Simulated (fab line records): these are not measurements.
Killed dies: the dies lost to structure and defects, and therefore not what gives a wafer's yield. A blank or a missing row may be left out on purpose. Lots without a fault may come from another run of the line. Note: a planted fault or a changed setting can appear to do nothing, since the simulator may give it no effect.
Split-lot trial + flow sfq_line + on a route of 325 steps: 5 lots, 23 wafers read

## THE SPLIT ITSELF
At SFQ_TRILAYER_M3_LITHO_COAT_080 (resist thk 62 nm), the setting resist_thk_nm was moved away from the recipe's 62 nm on 8 of the 23 wafers read, by -3.3% to +4.1%. For the rest of the wafers, this setting stayed at what the recipe calls for.

The split's own step is where the reading is taken.

## THE READING
BARC_of_TRILAYER_M3_LITHO_COAT_080.thk_nm (the simulator's own value, which no gauge read), in nm, at SFQ_TRILAYER_M3_LITHO_COAT_080 (resist thk 62 nm). The file does not state a usual value for it. Here, 15 wafers ran the recipe; their average is 62.00 nm with a standard deviation of 0.15 nm.

| wafer  | tool, chamber at the split | resist_thk_nm as run, nm | against the recipe | BARC_of_TRILAYER_M3_LITHO_COAT_080.thk_nm, nm | against lot-mates on the recipe |
|--------|----------------------------|--------------------------|--------------------|-----------------------------------------------|---------------------------------|
| L074.1 | litho_track-02, 0          | 62                       | recipe             | 61.87                                         | -                               |
| L074.2 | litho_track-02, 0          | 62                       | recipe             | 61.9                                          | -                               |
| L074.3 | litho_track-02, 0          | 62                       | recipe             | 61.77                                         | -                               |
| L074.5 | litho_track-02, 0          | 62                       | recipe             | 61.85                                         | -                               |
| L074.6 | litho_track-02, 0          | 62                       | recipe             | 61.83                                         | -                               |
| L077.2 | litho_track-04, 0          | 60.72                    | -2.1%              | 60.61                                         | -1.41                           |
| L077.3 | litho_track-04, 0          | 62                       | recipe             | 62.02                                         | -                               |
| L077.6 | litho_track-04, 0          | 62                       | recipe             | 62.02                                         | -                               |
| L077.4 | litho_track-04, 0          | 60.72                    | -2.1%              | 60.88                                         | -1.14                           |
| L077.5 | litho_track-04, 0          | 60.72                    | -2.1%              | 60.94                                         | -1.08                           |
| L081.1 | litho_track-02, 0          | 64.52                    | +4.1%              | 64.56                                         | +2.39                           |
| L081.2 | litho_track-02, 0          | 62                       | recipe             | 62.05                                         | -                               |
| L081.3 | litho_track-02, 0          | 62                       | recipe             | 62.15                                         | -                               |
| L081.4 | litho_track-02, 0          | 64.52                    | +4.1%              | 64.62                                         | +2.45                           |
| L081.5 | litho_track-02, 0          | 62                       | recipe             | 62.3                                          | -                               |
| L082.2 | litho_track-03, 0          | 62                       | recipe             | 61.9                                          | -                               |
| L082.3 | litho_track-03, 0          | 62                       | recipe             | 61.94                                         | -                               |
| L082.4 | litho_track-03, 0          | 62                       | recipe             | 62.13                                         | -                               |
| L085.1 | litho_track-02, 0          | 62                       | recipe             | 62.22                                         | -                               |
| L085.2 | litho_track-02, 0          | 59.95                    | -3.3%              | 60.16                                         | -2.00                           |
| L085.3 | litho_track-02, 0          | 59.95                    | -3.3%              | 60.17                                         | -1.98                           |
| L085.5 | litho_track-02, 0          | 59.95                    | -3.3%              | 60.13                                         | -2.02                           |
| L085.6 | litho_track-02, 0          | 62                       | recipe             | 62.09                                         | -                               |

FIT RESULTS
A straight line over all 23 wafers: BARC_of_TRILAYER_M3_LITHO_COAT_080.thk_nm changes by +0.598 nm for each +1% of resist_thk_nm; r = +0.99; the points scatter about the line by 0.15 nm.
The same after taking each lot's own level away (the mean of its wafers on the recipe; 23 wafers): +0.598 nm for each +1%; r = +1.00; scatter 0.084 nm.
Per that fit: largest resist_thk_nm move, reading shift of 2.4 nm.
Measured against the standard deviation above, the lots' own levels, which go from 61.844 to 62.167 nm, span 2.2 times it.
Consequently the slope shifts little with the lot-to-lot level, the two slopes agreeing.
Check: with one of the wafers moved furthest among these (+4.1%) left out of the fit, the line predicts +2.45 nm for it against its lot-mates. It came out at +2.39 nm against them.

## OTHER SPLITS APPLIED TO THESE WAFERS
Before the reading, these wafers also passed through other splits. Each is held against what the fit with the lots' levels taken away leaves over:
| other split on the same wafers                      | wafers away from the commonest value | r with BARC_of_TRILAYER_M3_LITHO_COAT_080.thk_nm (lot level and that fit taken away) |
|-----------------------------------------------------|--------------------------------------|--------------------------------------------------------------------------------------|
| SFQ_TRILAYER_I1_VIA_BARC_OPEN_VIA_ETCH_071 source_w | 10                                   | +0.10                                                                                |
| SFQ_TRILAYER_M2_LITHO_COAT_062 resist_thk_nm        | 9                                    | -0.03                                                                                |
| SFQ_TRILAYER_M2_LITHO_PEB_060 peb_time_s            | 4                                    | +0.04                                                                                |
| SFQ_TRILAYER_M2_ETCH_METAL_ETCH_060 time_s          | 8                                    | +0.07                                                                                |

## THE FILE'S OWN FIT
BARC_of_TRILAYER_M3_LITHO_COAT_080.thk_nm changes by +0.598 nm for each +1% of resist_thk_nm, r = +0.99.
